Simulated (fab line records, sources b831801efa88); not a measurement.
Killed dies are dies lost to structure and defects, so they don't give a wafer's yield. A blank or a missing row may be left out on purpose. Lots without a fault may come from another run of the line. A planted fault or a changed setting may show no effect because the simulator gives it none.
One fault seen from 2 desks | flow sky130 | each desk has only its own numbers; what lay behind them comes last

THE TOOL OWNER'S DESK: rie_metal-03
The tool's own readings at SKY_METAL3_ETCH_16 (etches BARC in N2/H2, stops on SiO2, time 88.2 s, target depth 60 nm): means of the sampled wafers that have a number, for each lot that ran on this tool. A lot is out of limits, marked OUT, if its mean lies more than 4 standard deviations from the usual mean; the brackets give that distance.
Columns: A = drypump_motor_current_A at SKY_METAL3_ETCH_16, usual 5.7 A; B = h2_flow_sccm at SKY_METAL3_ETCH_16, usual 199.8 sccm; C = oes_product_au at SKY_METAL3_ETCH_16, usual 0.626 a.u.; D = rf_fwd_power_W at SKY_METAL3_ETCH_16, usual 497.0 W; E = throttle_valve_pct at SKY_METAL3_ETCH_16, usual 13.205 %
lot  | first seen here | A   | B     | C     | D     | E
L836 | day 39 11:49    | 6.1 | 199.7 | 0.625 | 498.1 | 13.213
L839 | day 40 19:34    | 6.1 | 200.2 | 0.624 | 497.6 | 13.207
L840 | day 40 22:35    | 6.1 | 200.1 | 0.626 | 497.8 | 13.208
This desk's finding: nothing out of limits on any of the 3 lots.

THE METROLOGY DESK
What the gauges read, lot by lot, whatever tool the lot ran on: means of the sampled wafers that have a number. A lot is out of limits, marked OUT, if its mean lies more than 4 standard deviations from the usual mean; the brackets give that distance.
Columns: A = cd_nm at SKY_METAL3_CD_MEAS_13, usual 299.9 nm; B = METAL3_OVL at SKY_METAL3_OVL_MEAS_14, usual 2 nm
lot  | first seen here | A     | B
L835 | day 39 01:05    | 299.9 | -3
L836 | day 39 11:37    | 298.5 | -0
L839 | day 40 19:22    | 300.4 | -5
L840 | day 40 22:23    | 301.6 | -1
L852 | day 44 12:58    | 301.6 | -1
L853 | day 44 13:55    | 300.8 | 2
This desk's finding: nothing out of limits on any of the 6 lots.

PUT TOGETHER
The tool owner's desk saw nothing out of limits.
The metrology desk saw nothing out of limits.

WHAT THE SIMULATOR HAD PUT IN
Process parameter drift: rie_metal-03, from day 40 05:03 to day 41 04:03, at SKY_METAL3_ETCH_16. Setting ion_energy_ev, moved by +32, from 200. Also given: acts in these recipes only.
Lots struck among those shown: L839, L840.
